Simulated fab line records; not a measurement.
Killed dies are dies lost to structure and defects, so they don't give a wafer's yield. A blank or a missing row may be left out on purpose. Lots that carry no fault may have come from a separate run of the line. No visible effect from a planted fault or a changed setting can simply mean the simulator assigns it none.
Struck lot and sound lot, side by side :: flow sky130 :: 16 out of 708 route steps
Sound: wafers L312.2, L312.3, L312.5. Struck: wafer L325.2 (left out: L325.3, L325.4 of the same lot, which were not struck); the cause appears at the end.
Each step with rows lists, per side, the tool, then ch with its chambers, then its first start. Under that, the readings that differ: sound wafers :: struck wafers :: difference of the means :: sigmas: that difference in standard deviations of wafers without a fault.
alike: a reading whose means differ by less than 2 such deviations, as well as words and numbers matching on both sides. not compared: withheld readings; readings where some wafer has no value; bounds like >300 that might hide an equal value; numbers whose values overlap and for which the record gives no deviation.
A row with sigmas, a row that says differs or no value, or rows on one side alone: a step with any of these is where the two part. Numbers that have no deviation but don't overlap get no sigmas and don't part them. A reading that every wafer of one side lacks parts them only if that side has two wafers or more.

SKY_VIA3_CMP_02: polishes SiO2.
  sound on cmp-02 ch 1,2,3, day 40 05:59; struck on cmp-01 ch 3, day 43 15:38
  alike: edge-zone-pressure-frac, motor-current-A
SKY_VIA3_BOW_MEAS_03:
  struck on film-metro-01, day 43 15:58; sound on film-metro-01, day 40 06:19
reading: VIA3_BOW (um)
sound: 82 86 82
struck: 100
difference: +17
sigmas: +2
then, 8 steps without rows for these wafers: SKY_VIA3_DEHYDRATE_04 (time 60 s); SKY_VIA3_HMDS_05 (prime time 60 s); SKY_VIA3_COAT_06 (resist thk 60 nm); SKY_VIA3_COAT_07 (resist thk 450 nm); SKY_VIA3_SOFTBAKE_08 (time 90 s); SKY_VIA3_EXPOSE_09 (exposes mask VIM3, target cd 200 nm); SKY_VIA3_PEB_10; SKY_VIA3_DEVELOP_11 (develop time 60 s).
SKY_VIA3_CD_MEAS_12: the cd target is 200 nm.
  struck on cd-sem-02, day 44 15:33; sound on cd-sem-02, day 41 06:42
  alike: cd-nm
SKY_VIA3_OVL_MEAS_13:
  struck on overlay-01, day 44 15:40; sound on overlay-02, day 41 06:49
  alike: VIA3_OVL
SKY_VIA3_ETCH_14: etches BARC in N2/H2, stops on SiO2, time 45.9 s, target depth 60 nm.
  sound on rie-diel-03 ch 2,3, day 41 06:50; struck on rie-diel-02 ch 2, day 44 15:41
reading: oes-product-au (a.u.)
sound: 0.853 0.850 0.848
struck: 0.797
difference: -0.053
sigmas: -12

reading: model.KrF-thick_of_VIA3_COAT_07.thk-nm (nm)
sound: 393.8 395 394.7
struck: 407.8
difference: +13.3
sigmas: 

reading: model.etch.depth-nm (nm)
sound: 60.06 59.9 59.81
struck: 52.85
difference: -7.07
sigmas: 

reading: model.VIA3.cd-nm (nm)
sound: 198.4 198.7 199.2
struck: 197
difference: -2
sigmas: 
  alike: drypump-motor-current-A, h2-flow-sccm, throttle-valve-pct
  not compared: rf-hours-counter-h
SKY_VIA3_ETCH_15: etches SiO2 in C4F8/O2/Ar, stops on TiN, target depth 507 nm, time 78 s.
  sound on rie-diel-03 ch 2,3, day 41 06:53; struck on rie-diel-02 ch 2, day 44 15:44
reading: oes-product-au (a.u.)
sound: 0.950 0.953 0.955
struck: 0.377
difference: -0.576
sigmas: -99 or more

reading: model.KrF-thick_of_VIA3_COAT_07.thk-nm (nm)
sound: 293.2 293.9 292.5
struck: 305.6
difference: +12.4
sigmas: 
  not compared: rf-hours-counter-h
SKY_VIA3_STRIP_16: strips in O2/N2.
  sound on plasma-asher-02 ch 0,1, day 41 06:56; struck on plasma-asher-03 ch 1, day 44 15:47
reading: strip-time-to-endpoint-s (s)
sound: 4.150 4.149 4.139
struck: 4.282
difference: +0.136
sigmas: +6
  alike: drypump-motor-current-A, oes-product-au
  not compared: rf-hours-counter-h
then, 1 step without rows for these wafers: SKY_VIA3_STRIP_17 (strips in post etch residue remover, time 1200 s).

WHERE THEY PART
At SKY_VIA3_BOW_MEAS_03 first; at SKY_VIA3_STRIP_16 last (within this record only).

WHY: whatever the simulator had introduced
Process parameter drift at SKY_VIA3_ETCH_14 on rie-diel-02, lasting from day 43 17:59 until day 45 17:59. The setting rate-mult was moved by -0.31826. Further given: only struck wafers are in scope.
